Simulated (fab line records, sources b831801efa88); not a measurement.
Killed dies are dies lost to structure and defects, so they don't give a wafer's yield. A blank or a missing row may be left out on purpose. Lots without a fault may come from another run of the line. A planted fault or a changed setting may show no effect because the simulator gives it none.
fab line records | flow sky130
record lots=13 wafers=39 last_day=50
route steps=708 shown POLY_GATE@232 LDD_P@262 LDD_HVN@277 PAD_OPEN@708
lots that met no fault: from a run of the same line without faults
start_h: hours from the record's first day to the start of the lot's first wafer shown | wait_h: hours since the lot's step before | " the same as in the row above | L1.1+2: a row that stands for several wafers | - no value, or no start given | * or withheld: withheld | < > ~ a bound
route shown NAME@n: a module of which the file shows steps, and the number in the route of the first | usual: mean/standard deviation of fault-free wafers | same: alike in all rows | chamber/n: place in a boat | sites: the reading at each site | _std_site: their standard deviation | _edge_site: outer sites' mean less inner sites' | radius_mm: how far each site lies from the wafer's centre | mask NAME#n: copy n | behind: the tool/chamber that last shaped the wafer | hold: why the lot was held/for how many hours/how that ended | device: the transistor (n, p or np) that didn't switch | end of line: the same wafers' tests at the end of the route | a step without rows: its recipe alone | killed: dies lost to structure and defects at the first sort, not the wafer's yield | map: a wafer's dies, x killed, . not, _ none there
set.NAME: the setting as run; set.NAME@STEP: as run at that earlier step | model.NAME: the simulator's own value behind a step, which no gauge read
steps of the route over a sample of lots; a table a step, a row a wafer
services: from which hour (start_h, from the record's first day; less than 0 if before it) a tool's chamber was out of use, for how many hours, and why
## steps
# step SKY_POLY_GATE_STRIP_18
# recipe chemistry=O2/N2 power_w=1400 pressure_mtorr=1500 platen_temp_c=withheld o2_flow_sccm=3000 n2_flow_sccm=300 overash_fraction=0.5
# usual drypump_motor_current_A=5.5/0.33 oes_product_au=0.362/0.0048 strip_time_to_endpoint_s=3.18/0.038
# columns lot.wafer tool chamber start_h wait_h drypump_motor_current_A oes_product_au rf_hours_counter_h strip_time_to_endpoint_s
L749.1 plasma_asher-04 1 360.41 0.0 5.3 0.363 68 3.19
L749.4 " 0 " " 5.5 0.360 - 3.22
L749.6 " 0 " " 5.5 0.358 - 3.12
L752.1 plasma_asher-03 0 397.03 0.0 5.9 0.367 57 3.21
L752.5 " 0 " " 5.9 0.363 - 3.16
L752.6 " 1 " " 5.8 0.368 - 3.15
L753.1 plasma_asher-01 1 403.01 0.0 4.9 0.362 70 3.14
L753.3 " 1 " " 4.9 0.366 - 3.20
L753.5 " 0 " " 5.6 0.365 - 3.23
L757.1 plasma_asher-01 1 433.53 0.0 4.9 0.365 75 3.22
L757.2 " 0 " " 5.6 0.360 75 3.20
L757.4 " 1 " " 4.9 0.372 - 3.19
L758.3 plasma_asher-03 1 458.64 0.1 5.8 0.367 - 3.17
L758.5 " 1 " " 5.8 0.369 - 3.20
L758.6 " 0 " " 5.8 0.364 - 3.19
L760.1 plasma_asher-04 1 463.87 0.0 5.3 0.361 3 3.11
L760.5 " 0 " " 5.5 0.365 - 3.20
L760.6 " 1 " " 5.3 0.358 - 3.17
L761.2 plasma_asher-01 1 473.91 0.0 4.8 0.361 79 3.09
L761.3 " 1 " " 4.8 0.364 - 3.17
L761.4 " 0 " " 5.6 0.364 - 3.19
L766.1 plasma_asher-01 1 551.27 0.0 4.9 0.352 87 3.15
L766.3 " 0 " " 5.6 0.360 - 3.14
L766.6 " 1 " " 4.9 0.360 - 3.09
L768.1 plasma_asher-04 1 553.08 0.0 5.3 0.365 12 3.19
L768.4 " 0 " " 5.5 0.353 - 3.08
L768.6 " 1 " " 5.3 0.358 - 3.13
L770.3 plasma_asher-01 0 559.00 0.1 5.6 0.367 - 3.18
L770.4 " 1 " " 4.9 0.363 - 3.19
L770.5 " 1 " " 4.9 0.365 - 3.20
L769.2 plasma_asher-01 0 564.27 0.0 5.6 0.357 88 3.19
L769.5 " 0 " " 5.6 0.358 - 3.15
L769.6 " 1 " " 4.9 0.361 - 3.20
L772.1 plasma_asher-03 1 566.67 0.0 5.8 0.359 73 3.19
L772.3 " 1 " " 5.8 0.357 - 3.17
L772.6 " 0 " " 5.9 0.361 - 3.15
L771.1 plasma_asher-04 0 568.13 0.0 5.5 0.362 13 3.25
L771.2 " 1 " " 5.3 0.366 13 3.17
L771.3 " 0 " " 5.6 0.361 - 3.21
# step SKY_LDD_P_CD_MEAS_07
# recipe target_cd_nm=380
# usual cd_nm=380.3/2.3
# columns lot.wafer tool chamber start_h wait_h cd_nm
L749.1 cd_sem-01 - 420.79 0.1 377.5
L749.4 " - " " 377.6
L749.6 " - " " 378.8
L752.1 cd_sem-01 - 459.82 0.1 383.1
L752.5 " - " " 380.8
L752.6 " - " " 382.4
L753.1 cd_sem-02 - 466.92 0.1 379.1
L753.3 " - " " 381.3
L753.5 " - " " 383.0
L757.1 cd_sem-01 - 498.96 0.1 380.1
L757.2 " - " " 379.5
L757.4 " - " " 382.8
L758.3 cd_sem-01 - 521.78 0.1 378.1
L758.5 " - " " 378.7
L758.6 " - " " 379.5
L760.1 cd_sem-01 - 530.36 0.1 379.6
L760.5 " - " " 377.1
L760.6 " - " " 378.5
L761.2 cd_sem-01 - 537.94 0.1 379.6
L761.3 " - " " 379.7
L761.4 " - " " 377.7
L766.1 cd_sem-02 - 614.51 0.1 376.9
L766.3 " - " " 378.5
L766.6 " - " " 378.8
L768.1 cd_sem-01 - 615.54 0.1 382.0
L768.4 " - " " 382.7
L768.6 " - " " 382.8
L770.3 cd_sem-02 - 619.75 0.1 383.3
L770.4 " - " " 379.0
L770.5 " - " " 381.5
L769.2 cd_sem-02 - 625.03 0.1 374.5
L769.5 " - " " 378.0
L769.6 " - " " 377.1
L772.1 cd_sem-02 - 627.91 0.1 380.9
L772.3 " - " " 381.1
L772.6 " - " " 379.1
L771.1 cd_sem-02 - 629.17 0.1 382.9
L771.2 " - " " 385.2
L771.3 " - " " 385.0
# step SKY_LDD_P_IMPLANT_09
# recipe species=BF2 energy_kev=25 dose_cm2=1e+13 tilt_deg=withheld
# columns lot.wafer tool chamber start_h wait_h
L749.1+4+6 implanter-02 0 420.94 0.0
L752.1+5+6 implanter-02 0 459.98 0.0
L753.1+3+5 implanter-02 0 467.07 0.0
L757.1+2+4 implanter-02 0 499.15 0.1
L758.3+5+6 implanter-03 0 521.94 0.1
L760.1+5+6 implanter-02 0 530.52 0.0
L760.1+5+6 implanter-02 0 531.01 0.5
L761.2+3+4 implanter-03 0 546.01 8.0
L761.2+3+4 implanter-03 0 546.46 0.4
L766.1+3+6 implanter-03 0 614.67 0.0
L768.1+4+6 implanter-02 0 615.69 0.0
L768.1+4+6 implanter-02 0 616.01 0.3
L770.3+4+5 implanter-04 0 619.92 0.1
L769.2+5+6 implanter-02 0 625.20 0.0
L772.1+3+6 implanter-04 0 628.07 0.0
L771.1+2+3 implanter-02 0 629.33 0.0
# step SKY_LDD_P_TW_MEAS_11
# usual LDD_P_TW=630/4.9
# columns lot.wafer tool chamber start_h wait_h LDD_P_TW
L749.1 film_metro-03 - 421.19 0.1 629
L749.4 " - " " 627
L749.6 " - " " 627
L752.1 film_metro-03 - 460.23 0.1 625
L752.5 " - " " 626
L752.6 " - " " 625
L753.1 film_metro-03 - 467.32 0.1 627
L753.3 " - " " 626
L753.5 " - " " 627
L757.1 film_metro-04 - 499.40 0.1 631
L757.2 " - " " 628
L757.4 " - " " 630
L758.3 film_metro-01 - 522.16 0.1 638
L758.5 " - " " 634
L758.6 " - " " 636
L760.1 film_metro-04 - 531.39 0.2 782
L760.5 " - " " 786
L760.6 " - " " 786
L761.2 film_metro-01 - 546.70 0.1 792
L761.3 " - " " 793
L761.4 " - " " 800
L766.1 film_metro-04 - 614.92 0.1 628
L766.3 " - " " 631
L766.6 " - " " 625
L768.1 film_metro-04 - 616.26 0.1 778
L768.4 " - " " 779
L768.6 " - " " 779
L770.3 film_metro-04 - 620.14 0.1 627
L770.4 " - " " 628
L770.5 " - " " 629
L769.2 film_metro-04 - 625.43 0.1 628
L769.5 " - " " 626
L769.6 " - " " 624
L772.1 film_metro-01 - 628.32 0.1 636
L772.3 " - " " 638
L772.6 " - " " 638
L771.1 film_metro-03 - 629.58 0.1 622
L771.2 " - " " 627
L771.3 " - " " 620
# step SKY_LDD_HVN_TW_MEAS_10
# usual LDD_HVN_TW=1426/18
# columns lot.wafer tool chamber start_h wait_h LDD_HVN_TW
L749.1 film_metro-04 - 452.56 0.1 1411
L749.4 " - " " 1411
L749.6 " - " " 1409
L752.1 film_metro-03 - 490.16 0.1 1419
L752.5 " - " " 1423
L752.6 " - " " 1421
L753.1 film_metro-02 - 498.26 0.1 1439
L753.3 " - " " 1451
L753.5 " - " " 1454
L757.1 film_metro-03 - 530.17 0.1 1421
L757.2 " - " " 1417
L757.4 " - " " 1412
L758.3 film_metro-03 - 552.18 0.1 1420
L758.5 " - " " 1429
L758.6 " - " " 1423
L760.1 film_metro-03 - 561.01 0.1 1421
L760.5 " - " " 1426
L760.6 " - " " 1425
L761.2 film_metro-02 - 575.33 0.1 1449
L761.3 " - " " 1454
L761.4 " - " " 1461
L766.1 film_metro-03 - 643.47 0.1 1406
L766.3 " - " " 1415
L766.6 " - " " 1400
L768.1 film_metro-04 - 644.37 0.1 1420
L768.4 " - " " 1416
L768.6 " - " " 1416
L770.3 film_metro-04 - 648.49 0.1 1429
L770.4 " - " " 1417
L770.5 " - " " 1417
L769.2 film_metro-03 - 654.28 0.1 1414
L769.5 " - " " 1415
L769.6 " - " " 1409
L772.1 film_metro-03 - 656.87 0.1 1408
L772.3 " - " " 1406
L772.6 " - " " 1416
L771.1 film_metro-03 - 658.02 0.1 1416
L771.2 " - " " 1418
L771.3 " - " " 1405
# step SKY_PAD_OPEN_PROBE_99
# usual killed_at_M0_to_M3=43/6.2 killed_at_M4_up=2.8/1.7 killed_at_contacts=24/4.8 killed_at_front_end=15/4.3 killed_at_other=0.3/0.55 killed_dies=85/8.4 killed_open=46/6.7 killed_short=38/6.2
# same gross_dies=492 killed_at_back_side=0
# columns lot.wafer tool chamber start_h wait_h killed_at_M0_to_M3 killed_at_M4_up killed_at_contacts killed_at_front_end killed_at_other killed_dies killed_open killed_short
L752.1 prober-02 - 1089.25 0.1 40 3 32 13 0 88 45 43
L752.5 prober-02 - 1089.45 0.2 39 3 26 14 0 82 34 48
L752.6 prober-02 - 1089.50 0.2 36 5 15 11 0 67 34 33
L760.1 prober-02 - 1140.96 0.1 49 2 19 21 0 91 53 38
L760.5 prober-02 - 1141.16 0.2 45 5 22 17 0 89 51 38
L760.6 prober-02 - 1141.21 0.2 51 2 25 18 0 96 45 51
L761.2 prober-02 - 1146.11 0.1 43 4 22 14 2 85 43 41
L761.3 prober-02 - 1146.16 0.2 47 2 26 13 1 89 54 34
L761.4 prober-02 - 1146.21 0.2 39 2 32 16 2 91 56 33
L768.1 prober-01 - 1193.59 0.1 33 6 29 19 0 87 46 41
L768.4 prober-01 - 1193.74 0.2 47 1 18 12 0 78 51 27
L768.6 prober-01 - 1193.84 0.2 48 4 13 19 1 85 49 35
L772.1 prober-01 - 1197.93 0.1 31 3 33 17 1 85 45 40
L772.3 prober-01 - 1198.03 0.2 50 1 28 16 0 95 50 45
L772.6 prober-01 - 1198.18 0.2 39 0 30 11 1 81 50 31
# killed by level:class
L752.1 LI_CONTACT:geometric_particle:open=12 CONTACT:geometric_particle:open=10 VIA1:geometric_particle:open=7 VIA1:geometric_particle:short=6 VIA2:geometric_particle:open=6 VIA3:geometric_particle:open=6 FIELD_ISO:geometric_particle:short=5 CONTACT:geometric_particle:short=5
L752.5 METAL2:geometric_particle:short=9 LI_CONTACT:geometric_particle:short=7 LI_CONTACT:geometric_particle:open=7 FIELD_ISO:geometric_particle:short=6 CONTACT:geometric_particle:short=5 METAL1:geometric_particle:short=5 VIA1:geometric_particle:open=5 CONTACT:geometric_particle:open=4
L752.6 VIA1:geometric_particle:open=9 METAL2:geometric_particle:short=6 VIA2:geometric_particle:open=6 LOCAL_INTERCONNECT:geometric_particle:short=5 LI_CONTACT:geometric_particle:open=4 METAL4:geometric_particle:short=4 METAL1:geometric_particle:short=4 VIA3:geometric_particle:open=4
L760.1 CONTACT:geometric_particle:open=9 METAL1:geometric_particle:short=9 VIA1:geometric_particle:open=8 METAL2:geometric_particle:open=6 VIA2:geometric_particle:open=6 FIELD_ISO:geometric_particle:open=5 METAL2:geometric_particle:short=5 LI_CONTACT:geometric_particle:open=4
L760.5 VIA1:geometric_particle:open=14 CONTACT:geometric_particle:open=8 LI_CONTACT:geometric_particle:open=7 VIA1:geometric_particle:short=5 METAL1:geometric_particle:short=5 METAL2:geometric_particle:short=5 VIA3:geometric_particle:open=4 FIELD_ISO:geometric_particle:open=3
L760.6 CONTACT:geometric_particle:open=10 METAL1:geometric_particle:short=9 LI_CONTACT:geometric_particle:open=8 METAL2:geometric_particle:short=7 VIA2:geometric_particle:open=6 POLY_GATE:geometric_particle:short=5 CONTACT:geometric_particle:short=5 VIA1:geometric_particle:short=5
L761.2 VIA1:geometric_particle:open=13 LOCAL_INTERCONNECT:geometric_particle:short=6 POLY_GATE:geometric_particle:open=5 LI_CONTACT:geometric_particle:open=5 LI_CONTACT:geometric_particle:short=4 METAL1:geometric_particle:short=4 VIA1:geometric_particle:short=4 VIA2:geometric_particle:open=4
L761.3 CONTACT:geometric_particle:open=9 VIA2:geometric_particle:open=9 VIA1:geometric_particle:open=8 VIA3:geometric_particle:open=8 POLY_GATE:geometric_particle:short=6 LI_CONTACT:geometric_particle:open=5 LOCAL_INTERCONNECT:geometric_particle:open=4 METAL1:geometric_particle:short=4
L761.4 CONTACT:geometric_particle:open=13 VIA1:geometric_particle:open=11 LI_CONTACT:geometric_particle:open=9 FIELD_ISO:geometric_particle:open=7 METAL2:geometric_particle:short=6 VIA2:geometric_particle:open=5 METAL1:geometric_particle:short=5 FIELD_ISO:geometric_particle:short=4
L768.1 LI_CONTACT:geometric_particle:open=10 CONTACT:geometric_particle:open=7 METAL1:geometric_particle:short=7 VIA3:geometric_particle:open=7 VIA1:geometric_particle:open=6 CONTACT:geometric_particle:short=5 METAL4:geometric_particle:short=5 FIELD_ISO:geometric_particle:open=4
L768.4 VIA1:geometric_particle:open=13 VIA3:geometric_particle:open=8 LI_CONTACT:geometric_particle:open=7 CONTACT:geometric_particle:open=6 VIA2:geometric_particle:open=5 POLY_GATE:geometric_particle:short=4 METAL1:geometric_particle:short=4 METAL1:geometric_particle:open=4
L768.6 VIA3:geometric_particle:open=10 VIA1:geometric_particle:open=7 VIA2:geometric_particle:open=5 CONTACT:geometric_particle:open=5 FIELD_ISO:geometric_particle:short=4 POLY_GATE:geometric_particle:short=4 LI_CONTACT:geometric_particle:open=4 VIA2:geometric_particle:short=4
L772.1 LI_CONTACT:geometric_particle:open=9 CONTACT:geometric_particle:open=8 VIA1:geometric_particle:short=5 POLY_GATE:geometric_particle:open=5 CONTACT:geometric_particle:short=5 METAL1:geometric_particle:short=5 VIA1:geometric_particle:open=5 POLY_GATE:geometric_particle:short=4
L772.3 LI_CONTACT:geometric_particle:open=10 VIA1:geometric_particle:open=9 POLY_GATE:geometric_particle:open=8 METAL1:geometric_particle:short=8 VIA1:geometric_particle:short=8 CONTACT:geometric_particle:short=7 CONTACT:geometric_particle:open=5 METAL2:geometric_particle:short=5
L772.6 CONTACT:geometric_particle:open=14 VIA1:geometric_particle:open=11 LI_CONTACT:geometric_particle:open=7 VIA3:geometric_particle:open=7 FIELD_ISO:geometric_particle:short=6 VIA2:geometric_particle:open=5 LOCAL_INTERCONNECT:geometric_particle:short=4 METAL1:geometric_particle:short=4
## services
# columns tool chamber start_h hours kind
plasma_asher-01 - 340.91 1.2 repair
implanter-04 - 341.35 2.0 repair
implanter-03 - 343.59 6.8 repair
implanter-04 - 358.57 1.4 repair
implanter-02 - 363.57 1.5 repair
implanter-02 - 413.43 3.9 repair
plasma_asher-04 - 421.25 9.0 pm
plasma_asher-03 - 421.36 11.0 repair
implanter-03 - 448.04 2.3 repair
implanter-03 - 519.81 1.3 repair
implanter-03 - 526.37 4.8 pm
implanter-04 - 534.57 20.2 pm
implanter-03 - 535.22 10.3 repair
implanter-02 - 535.29 11.4 repair
plasma_asher-03 - 538.81 2.8 pm
plasma_asher-04 - 548.52 2.8 pm
plasma_asher-04 - 559.69 0.7 repair
implanter-04 - 560.26 3.0 repair
plasma_asher-01 - 565.99 4.1 repair
implanter-03 - 578.52 2.5 repair
implanter-03 - 581.04 8.9 pm
implanter-03 - 589.99 2.4 pm
plasma_asher-03 - 613.69 2.4 repair
plasma_asher-01 - 619.54 17.0 repair
## key
first_sign step=SKY_LDD_P_IMPLANT_09 reading=visit direction=added
effect step=SKY_LDD_P_TW_MEAS_11 reading=LDD_P_TW direction=up sigmas=32 usual=630 struck=786
met_at SKY_LDD_P_IMPLANT_09
struck_lots L760,L761,L768
tester_left_out L760,L761,L768
not_acting_at SKY_POLY_GATE_STRIP_18,SKY_LDD_P_CD_MEAS_07,SKY_LDD_HVN_TW_MEAS_10
fault kind=repeated_step_whole tool=implanter-02,implanter-03,implanter-04 chamber=- onset_h=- steps=SKY_LDD_P_IMPLANT_09 times=1 scope=struck_lots_only
# tester_left_out: of these lots the tester's yield and bins aren't shown, on N5 and GAA mostly nor the transistor test; their killed dies are dies lost to structure and defects alone, not to doping, threshold or leakage, so they don't give the yield
